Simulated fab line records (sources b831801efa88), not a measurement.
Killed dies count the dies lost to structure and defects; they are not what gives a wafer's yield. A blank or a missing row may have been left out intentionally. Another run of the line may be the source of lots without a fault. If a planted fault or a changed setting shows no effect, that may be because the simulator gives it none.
fab line records | flow sky130
record: lots: 12 | wafers: 35 | last-day: 50
route steps=708 shown METAL4@632 METAL5@675 PASSIVATION@683 PAD_OPEN@708
lots with no fault: from the same line, run without faults
start-h: hours from the record's first day to the start of the lot's first wafer shown | wait-h: hours elapsed since this lot's preceding step | " the same as in the row above | L1.1+2: a row that stands for several wafers | - value missing, or start not given | * or withheld: withheld | < > ~ a bound
route shown NAME@n: a module of which the file shows steps, and the number in the route of the first | usual: mean and standard deviation over wafers with no fault | same: alike in all rows | chamber/n: place in a boat | sites: per-site readings | _std_site: their standard deviation | _edge_site: the outer-site mean with the inner-site mean subtracted | radius-mm: how far each site lies from the wafer's centre | mask NAME#n: copy n | behind: the most recent tool/chamber to have shaped the wafer | hold: reason for holding the lot/hours on hold/outcome of the hold | device: the n, p or np transistor that did not switch | end of line: tests of these same wafers at the route's end | where a step has no rows: the recipe by itself | killed: dies that structure and defects cost at the first sort, which is not the same as the wafer's yield | map: shows each die of a wafer: x if killed, . if not, _ if none is there
set.NAME: setting as actually run; set.NAME@STEP: the setting as run at that earlier step | model.NAME: the simulator's own value behind a step, which no gauge read
the route's steps for a sample of lots (tables are steps, rows are wafers)
services: the hour from which a tool's chamber was out of use, counted from the record's first day as start-h (under 0 if before that day), plus the number of hours and why
== steps ==
step: SKY_METAL4_ETCH_16
recipe: chemistry: N2/H2 | target: BARC | ion-energy-ev: 200 | bias-w: 100 | pressure-mtorr: 30 | n2-flow-sccm: 100 | h2-flow-sccm: 200 | icp-w: 500 | stop-on: SiO2 | time-s: 88.2 | target-depth-a: 600
usual: bias-w: 100.00/0.28 | drypump-motor-current-A: 6.0/0.52 | oes-product-au: 0.626/0.0043 | throttle-valve-pct: 13.204/0.0089
lot.wafer | tool         | chamber | start-h | wait-h | bias-w | drypump-motor-current-A | oes-product-au | rf-hours-counter-h | throttle-valve-pct
L414.3    | rie-metal-01 | 0       | 974.90  | 0.0    | 99.81  | 6.8                     | 0.628          | -                  | 13.195
L414.5    | "            | 0       | "       | "      | 99.88  | 6.8                     | 0.620          | -                  | 13.218
L414.6    | "            | 1       | "       | "      | 100.13 | 5.3                     | 0.624          | -                  | 13.202
L415.1    | rie-metal-02 | 1       | 987.40  | 0.0    | 99.93  | 5.4                     | 0.630          | 12                 | 13.201
L415.2    | "            | 0       | "       | "      | 100.14 | 6.2                     | 0.621          | 20                 | 13.202
L415.5    | "            | 1       | "       | "      | 100.00 | 5.4                     | 0.638          | -                  | 13.212
L417.1    | rie-metal-02 | 0       | 999.77  | 0.0    | 100.68 | 6.2                     | 0.616          | 21                 | 13.197
L417.4    | "            | 0       | "       | "      | 100.13 | 6.2                     | 0.625          | -                  | 13.209
L417.5    | "            | 0       | "       | "      | 100.14 | 6.2                     | 0.626          | -                  | 13.218
L418.1    | rie-metal-02 | 0       | 1006.27 | 0.0    | 100.58 | 6.2                     | 0.625          | 21                 | 13.198
L418.2    | "            | 1       | "       | "      | 99.87  | 5.4                     | 0.623          | 13                 | 13.204
L418.5    | "            | 0       | "       | "      | 100.07 | 6.2                     | 0.621          | -                  | 13.209
L420.2    | rie-metal-01 | 0       | 1030.45 | 0.0    | 99.41  | 6.8                     | 0.629          | 14                 | 13.201
L420.3    | "            | 1       | "       | "      | 99.70  | 5.3                     | 0.625          | -                  | 13.204
L420.6    | "            | 1       | "       | "      | 100.18 | 5.3                     | 0.625          | -                  | 13.196
L421.1    | rie-metal-01 | 0       | 1032.31 | 0.0    | 100.10 | 6.8                     | 0.630          | 14                 | 13.200
L421.4    | "            | 1       | "       | "      | 100.15 | 5.3                     | 0.627          | -                  | 13.200
L421.6    | "            | 0       | "       | "      | 100.00 | 6.8                     | 0.626          | -                  | 13.194
L423.1    | rie-metal-03 | 0       | 1058.90 | 0.0    | 100.00 | 6.2                     | 0.631          | 21                 | 13.191
L423.2    | "            | 1       | "       | "      | 100.19 | 6.1                     | 0.623          | 15                 | 13.211
L423.5    | "            | 0       | "       | "      | 99.97  | 6.2                     | 0.625          | -                  | 13.199
L425.1    | rie-metal-03 | 0       | 1074.92 | 0.0    | 100.57 | 6.2                     | 0.614          | 23                 | 13.212
L425.2    | "            | 1       | "       | "      | 99.80  | 6.1                     | 0.632          | 17                 | 13.196
L425.3    | "            | 1       | "       | "      | 100.15 | 6.1                     | 0.628          | -                  | 13.195
L427.1    | rie-metal-02 | 1       | 1076.07 | 0.0    | 100.12 | 5.4                     | 0.625          | 16                 | 13.213
L427.4    | "            | 1       | "       | "      | 100.00 | 5.4                     | 0.632          | -                  | 13.214
L428.1    | rie-metal-01 | 1       | 1081.35 | 0.0    | 100.09 | 5.3                     | 0.626          | 15                 | 13.183
L428.2    | "            | 0       | "       | "      | 100.23 | 6.8                     | 0.631          | 17                 | 13.200
L428.5    | "            | 0       | "       | "      | 99.99  | 6.8                     | 0.623          | -                  | 13.209
L429.1    | rie-metal-03 | 0       | 1081.86 | 0.0    | 99.43  | 6.2                     | 0.619          | 24                 | 13.197
L429.4    | "            | 1       | "       | "      | 99.00  | 6.1                     | 0.625          | -                  | 13.195
L429.6    | "            | 1       | "       | "      | 99.54  | 6.1                     | 0.630          | -                  | 13.202
L434.2    | rie-metal-03 | 0       | 1121.26 | 0.0    | 99.96  | 6.2                     | 0.621          | 24                 | 13.201
L434.3    | "            | 1       | "       | "      | 99.75  | 6.1                     | 0.623          | -                  | 13.225
L434.4    | "            | 0       | "       | "      | 99.76  | 6.2                     | 0.630          | -                  | 13.201
step: SKY_METAL5_DESCUM_14
recipe: chemistry: O2 | source-power-w: 150 | bias-power-w: 0 | pressure-mtorr: 10 | temp-c: 40 | time-s: 11
usual: drypump-motor-current-A: 6.02/0.29 | oes-product-au: 0.998/0.011
lot.wafer | tool         | chamber | start-h | wait-h | drypump-motor-current-A | oes-product-au | rf-hours-counter-h
L414.3    | rie-metal-03 | 0       | 1023.43 | 0.1    | 6.17                    | 1.022          | -
L414.5    | "            | 1       | "       | "      | 6.07                    | 1.005          | -
L414.6    | "            | 0       | "       | "      | 6.20                    | 1.019          | -
L415.1    | rie-metal-03 | 0       | 1036.07 | 0.1    | 6.17                    | 1.021          | 20
L415.2    | "            | 1       | "       | "      | 6.02                    | 1.007          | 14
L415.5    | "            | 0       | "       | "      | 6.18                    | 1.012          | -
L417.1    | rie-metal-04 | 1       | 1047.12 | 0.1    | 6.23                    | 0.999          | 16
L417.4    | "            | 0       | "       | "      | 6.10                    | 0.993          | -
L417.5    | "            | 1       | "       | "      | 6.24                    | 0.997          | -
L418.1    | rie-metal-04 | 0       | 1054.28 | 0.1    | 6.09                    | 0.989          | 10
L418.2    | "            | 1       | "       | "      | 6.24                    | 0.995          | 16
L418.5    | "            | 0       | "       | "      | 6.10                    | 0.982          | -
L420.2    | rie-metal-02 | 1       | 1076.92 | 0.1    | 5.43                    | 0.980          | 16
L420.3    | "            | 0       | "       | "      | 6.18                    | 0.999          | -
L420.6    | "            | 1       | "       | "      | 5.45                    | 0.976          | -
L421.1    | rie-metal-02 | 0       | 1078.35 | 0.1    | 6.17                    | 1.004          | 2
L421.4    | "            | 1       | "       | "      | 5.43                    | 0.996          | -
L421.6    | "            | 1       | "       | "      | 5.41                    | 0.996          | -
L423.1    | rie-metal-02 | 1       | 1102.83 | 0.1    | 5.43                    | 1.002          | 19
L423.2    | "            | 0       | "       | "      | 6.19                    | 0.993          | 4
L423.5    | "            | 1       | "       | "      | 5.44                    | 1.000          | -
L425.1    | rie-metal-02 | 0       | 1118.09 | 0.1    | 6.20                    | 1.000          | 5
L425.2    | "            | 1       | "       | "      | 5.45                    | 1.000          | 20
L425.3    | "            | 0       | "       | "      | 6.20                    | 0.994          | -
L427.1    | rie-metal-04 | 0       | 1118.75 | 0.1    | 6.08                    | 0.981          | 14
L427.4    | "            | 1       | "       | "      | 6.25                    | 0.992          | -
L428.1    | rie-metal-02 | 0       | 1124.22 | 0.1    | 6.20                    | 1.002          | 6
L428.2    | "            | 1       | "       | "      | 5.46                    | 0.984          | 21
L428.5    | "            | 1       | "       | "      | 5.43                    | 0.988          | -
L429.1    | rie-metal-03 | 1       | 1124.85 | 0.1    | 6.06                    | 1.012          | 19
L429.4    | "            | 1       | "       | "      | 6.09                    | 1.005          | -
L429.6    | "            | 1       | "       | "      | 6.08                    | 1.016          | -
L434.2    | rie-metal-03 | 0       | 1161.47 | 0.1    | 6.19                    | 1.021          | 28
L434.3    | "            | 0       | "       | "      | 6.19                    | 1.012          | -
L434.4    | "            | 1       | "       | "      | 6.05                    | 0.997          | -
step: SKY_METAL5_STRIP_17
recipe: chemistry: post-etch-residue-remover | time-s: 1200 | temp-c: 72.5
usual: temp-c: 72.48/0.13
lot.wafer | tool         | chamber | start-h | wait-h | temp-c
L414.3    | wet-bench-01 | 0       | 1023.79 | 0.0    | 72.41
L414.5    | "            | 0       | "       | "      | 72.33
L414.6    | "            | 0       | "       | "      | 72.28
L415.1    | wet-bench-01 | 3       | 1036.44 | 0.1    | 72.38
L415.2    | "            | 3       | "       | "      | 72.38
L415.5    | "            | 3       | "       | "      | 72.42
L417.1    | wet-bench-01 | 2       | 1047.49 | 0.1    | 72.37
L417.4    | "            | 2       | "       | "      | 72.36
L417.5    | "            | 2       | "       | "      | 72.44
L418.1    | wet-bench-02 | 2       | 1054.67 | 0.1    | 72.49
L418.2    | "            | 2       | "       | "      | 72.47
L418.5    | "            | 2       | "       | "      | 72.41
L420.2    | wet-bench-03 | 2       | 1077.43 | 0.2    | 72.40
L420.3    | "            | 2       | "       | "      | 72.41
L420.6    | "            | 2       | "       | "      | 72.37
L421.1    | wet-bench-03 | 3       | 1078.72 | 0.1    | 72.42
L421.4    | "            | 3       | "       | "      | 72.36
L421.6    | "            | 3       | "       | "      | 72.54
L423.1    | wet-bench-01 | 1       | 1103.20 | 0.1    | 72.53
L423.2    | "            | 1       | "       | "      | 72.51
L423.5    | "            | 1       | "       | "      | 72.57
L425.1    | wet-bench-02 | 0       | 1118.45 | 0.1    | 72.66
L425.2    | "            | 0       | "       | "      | 72.70
L425.3    | "            | 0       | "       | "      | 72.75
L427.1    | wet-bench-01 | 2       | 1119.12 | 0.1    | 72.37
L427.4    | "            | 2       | "       | "      | 72.49
L428.1    | wet-bench-01 | 0       | 1124.62 | 0.1    | 72.25
L428.2    | "            | 0       | "       | "      | 72.28
L428.5    | "            | 0       | "       | "      | 72.24
L429.1    | wet-bench-02 | 0       | 1125.22 | 0.1    | 72.59
L429.4    | "            | 0       | "       | "      | 72.37
L429.6    | "            | 0       | "       | "      | 72.41
L434.2    | wet-bench-01 | 2       | 1161.87 | 0.1    | 71.70
L434.3    | "            | 2       | "       | "      | 71.57
L434.4    | "            | 2       | "       | "      | 71.51
step: SKY_PASSIVATION_CVD_02
recipe: material: Si3N4 | target-thk-nm: 540 | temp-c: 400 | time-s: withheld | rf-w: 450
usual: heater-power-w: 702/100 | susceptor-temp-C: 400.02/0.22
lot.wafer | tool     | chamber | start-h | wait-h | heater-power-w | susceptor-temp-C
L414.3    | pecvd-01 | 2       | 1024.36 | 0.0    | 740            | 400.28
L414.5    | "        | 1       | "       | "      | 883            | 399.97
L414.6    | "        | 2       | "       | "      | 768            | 400.32
L415.1    | pecvd-01 | 1       | 1037.16 | 0.1    | 890            | 400.11
L415.2    | "        | 2       | "       | "      | 651            | 400.03
L415.5    | "        | 0       | "       | "      | 662            | 399.73
L417.1    | pecvd-01 | 2       | 1048.11 | 0.1    | 634            | 400.42
L417.4    | "        | 1       | "       | "      | 910            | 399.73
L417.5    | "        | 0       | "       | "      | 716            | 399.98
L418.1    | pecvd-01 | 0       | 1055.25 | 0.1    | 683            | 400.28
L418.2    | "        | 2       | "       | "      | 770            | 400.08
L418.5    | "        | 2       | "       | "      | 762            | 400.28
L420.2    | pecvd-04 | 0       | 1078.00 | 0.0    | 718            | 399.99
L420.3    | "        | 2       | "       | "      | 672            | 400.36
L420.6    | "        | 0       | "       | "      | 563            | 399.98
L421.1    | pecvd-03 | 1       | 1079.30 | 0.1    | 722            | 400.35
L421.4    | "        | 2       | "       | "      | 779            | 399.87
L421.6    | "        | 0       | "       | "      | 546            | 400.00
L423.1    | pecvd-04 | 2       | 1103.82 | 0.1    | 548            | 400.05
L423.2    | "        | 1       | "       | "      | 709            | 399.80
L423.5    | "        | 0       | "       | "      | 625            | 400.22
L425.1    | pecvd-04 | 1       | 1119.03 | 0.1    | 684            | 399.83
L425.2    | "        | 2       | "       | "      | 598            | 399.86
L425.3    | "        | 0       | "       | "      | 652            | 399.99
L427.1    | pecvd-03 | 2       | 1119.70 | 0.1    | 733            | 400.48
L427.4    | "        | 2       | "       | "      | 740            | 400.39
L428.1    | pecvd-04 | 0       | 1125.19 | 0.1    | 615            | 400.16
L428.2    | "        | 2       | "       | "      | 614            | 400.13
L428.5    | "        | 2       | "       | "      | 640            | 399.98
L429.1    | pecvd-03 | 2       | 1125.80 | 0.1    | 734            | 399.72
L429.4    | "        | 1       | "       | "      | 759            | 399.81
L429.6    | "        | 2       | "       | "      | 755            | 399.91
L434.2    | pecvd-03 | 0       | 1162.48 | 0.0    | 542            | 400.34
L434.3    | "        | 1       | "       | "      | 739            | 399.74
L434.4    | "        | 0       | "       | "      | 561            | 399.93
step: SKY_PAD_OPEN_PROBE_99
usual: defect-limited-yield: 82.4/2 | killed_at_M0_to_M3: 43/7 | killed_at_M4_up: 3.3/1.8 | killed-at-contacts: 24/6.2 | killed-at-front-end: 16/4.7 | killed-at-other: 0.4/0.58 | killed-dies: 87/10 | killed-open: 47/6.4 | killed-short: 39/7 | sort_bin_3_pad_short: 0.9/0.35 | sort_bin_5_function: 10.3/1.5 | sort_bin_6_memory: 6.4/1.2 | sort-n-pass: 406/9.9 | sort-yield-pct: 82.5/2
same: gross-dies: 492 | killed-at-back-side: 0 | sort_bin_4_leakage[%]: 0 | sort_bin_8_speed[%]: 0
lot.wafer | tool      | chamber | start-h | wait-h | defect-limited-yield[%] | killed_at_M0_to_M3 | killed_at_M4_up | killed-at-contacts | killed-at-front-end | killed-at-other | killed-dies | killed-open | killed-short | sort_bin_3_pad_short[%] | sort_bin_5_function[%] | sort_bin_6_memory[%] | sort-n-pass | sort-yield-pct[%]
L418.1    | prober-01 | -       | 1099.93 | 0.1    | 80.9                    | 39                 | 0               | 36                 | 18                  | 1               | 94          | 48          | 45           | 0.4                     | 11.0                   | 7.7                  | 398         | 80.9
L418.2    | prober-01 | -       | 1099.98 | 0.1    | 85.4                    | 42                 | 4               | 15                 | 11                  | 0               | 72          | 39          | 33           | 0.6                     | 9.3                    | 4.7                  | 420         | 85.4
L418.5    | prober-01 | -       | 1100.13 | 0.2    | 81.9                    | 38                 | 2               | 20                 | 28                  | 1               | 89          | 52          | 35           | 0.8                     | 11.4                   | 5.9                  | 403         | 81.9
L427.1    | prober-02 | -       | 1160.52 | 0.1    | 84.1                    | 42                 | 2               | 26                 | 8                   | 0               | 78          | 48          | 30           | 0.6                     | 7.9                    | 7.3                  | 414         | 84.1
L427.4    | prober-02 | -       | 1160.67 | 0.2    | 81.9                    | 45                 | 3               | 26                 | 14                  | 1               | 89          | 49          | 39           | 1.0                     | 12.0                   | 5.1                  | 403         | 81.9
L428.1    | prober-01 | -       | 1165.66 | 0.1    | 85.6                    | 31                 | 4               | 20                 | 16                  | 0               | 71          | 43          | 27           | 1.0                     | 9.1                    | 4.3                  | 421         | 85.6
L428.2    | prober-01 | -       | 1165.71 | 0.1    | 80.7                    | 43                 | 7               | 22                 | 23                  | 0               | 95          | 51          | 40           | 0.8                     | 13.8                   | 4.7                  | 397         | 80.7
L428.5    | prober-01 | -       | 1165.86 | 0.2    | 82.9                    | 35                 | 5               | 22                 | 22                  | 0               | 84          | 41          | 42           | 0.6                     | 11.0                   | 5.5                  | 408         | 82.9
killed by level:class
L418.1 CONTACT:geometric-particle:short=9 CONTACT:geometric-particle:open=9 FIELD_ISO:geometric-particle:open=8 LI_CONTACT:geometric-particle:open=8 LOCAL_INTERCONNECT:geometric-particle:short=7 POLY_GATE:geometric-particle:short=6 METAL1:geometric-particle:short=6 VIA1:geometric-particle:open=6
L418.2 VIA1:geometric-particle:open=11 VIA3:geometric-particle:open=6 METAL2:geometric-particle:short=6 LOCAL_INTERCONNECT:geometric-particle:short=5 VIA2:geometric-particle:open=5 METAL4:geometric-particle:short=4 POLY_GATE:geometric-particle:open=3 POLY_GATE:geometric-particle:short=3
L418.5 FIELD_ISO:geometric-particle:open=8 METAL1:geometric-particle:short=8 LI_CONTACT:geometric-particle:open=7 VIA1:geometric-particle:open=7 POLY_GATE:geometric-particle:short=6 CONTACT:geometric-particle:open=6 VIA2:geometric-particle:open=6 VIA3:geometric-particle:open=6
L427.1 CONTACT:geometric-particle:open=10 LI_CONTACT:geometric-particle:open=8 METAL2:geometric-particle:short=8 VIA2:geometric-particle:open=8 VIA1:geometric-particle:open=6 VIA2:geometric-particle:short=4 METAL1:geometric-particle:open=4 VIA1:geometric-particle:short=4
L427.4 VIA1:geometric-particle:open=10 CONTACT:geometric-particle:open=9 LI_CONTACT:geometric-particle:open=8 VIA2:geometric-particle:open=6 VIA1:geometric-particle:short=5 METAL2:geometric-particle:short=5 LOCAL_INTERCONNECT:geometric-particle:short=4 METAL1:geometric-particle:short=4
L428.1 VIA1:geometric-particle:open=10 VIA2:geometric-particle:open=6 LI_CONTACT:geometric-particle:open=6 POLY_GATE:geometric-particle:open=4 POLY_GATE:geometric-particle:short=4 CONTACT:geometric-particle:short=4 CONTACT:geometric-particle:open=4 FIELD_ISO:geometric-particle:open=3
L428.2 VIA1:geometric-particle:open=15 CONTACT:geometric-particle:open=9 FIELD_ISO:geometric-particle:short=7 FIELD_ISO:geometric-particle:open=6 METAL1:geometric-particle:short=6 METAL2:geometric-particle:short=5 VIA2:geometric-particle:open=5 METAL4:geometric-particle:short=5
L428.5 VIA1:geometric-particle:open=8 FIELD_ISO:geometric-particle:open=6 POLY_GATE:geometric-particle:short=6 CONTACT:geometric-particle:open=6 VIA2:geometric-particle:open=6 LI_CONTACT:geometric-particle:open=5 CONTACT:geometric-particle:short=5 FIELD_ISO:geometric-particle:short=4
== services ==
tool         | chamber | start-h | hours | kind
rie-metal-03 | 0       | 964.31  | 4.1   | repair
pecvd-03     | 2       | 974.31  | 60.7  | repair
pecvd-03     | 0       | 979.86  | 2.1   | scheduled-down
rie-metal-04 | 1       | 988.97  | 15.5  | repair
wet-bench-02 | -       | 992.93  | 2.9   | repair
pecvd-01     | 0       | 1002.23 | 5.5   | scheduled-down
rie-metal-02 | -       | 1010.42 | 26.5  | repair
pecvd-01     | 1       | 1020.41 | 2.1   | scheduled-down
rie-metal-02 | 0       | 1036.94 | -     | clean
rie-metal-02 | 0       | 1036.94 | 14.4  | scheduled-down
rie-metal-02 | 0       | 1036.94 | 14.4  | vent-cycle
pecvd-03     | -       | 1046.62 | 2.8   | pm
rie-metal-04 | -       | 1048.09 | 2.8   | pm
wet-bench-01 | -       | 1062.48 | 16.5  | repair
wet-bench-03 | -       | 1062.59 | 1.9   | pm
rie-metal-04 | -       | 1064.56 | 0.1   | repair
rie-metal-04 | 0       | 1076.83 | 11.8  | repair
rie-metal-03 | -       | 1085.60 | 28.1  | pm
wet-bench-01 | -       | 1090.24 | 1.7   | repair
pecvd-01     | 1       | 1119.84 | 5.5   | scheduled-down
pecvd-04     | -       | 1136.63 | 6.0   | pm
pecvd-03     | -       | 1136.90 | 14.6  | pm
rie-metal-01 | 0       | 1142.79 | 20.5  | repair
pecvd-04     | 0       | 1145.60 | 6.3   | repair
== key ==
first-sign: step: SKY_METAL5_STRIP_17 | reading: temp-c | direction: down | sigmas: 6.9 | usual: * | struck: *
effect none on later readings
met-at SKY_METAL5_STRIP_17
struck-lots L434
struck-wafers L434.2,L434.3,L434.4
not-acting-at SKY_METAL4_ETCH_16,SKY_METAL5_DESCUM_14,SKY_PASSIVATION_CVD_02
onset-between 1119.12 1161.87
fault: kind: process-parameter-drift | tool: wet-bench-01 | chamber: 2 | onset-h: 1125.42 | steps: SKY_METAL5_STRIP_17 | channel: temp-c | offset: * | shape: step | end-h: 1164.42 | acts-in: * | stated: *
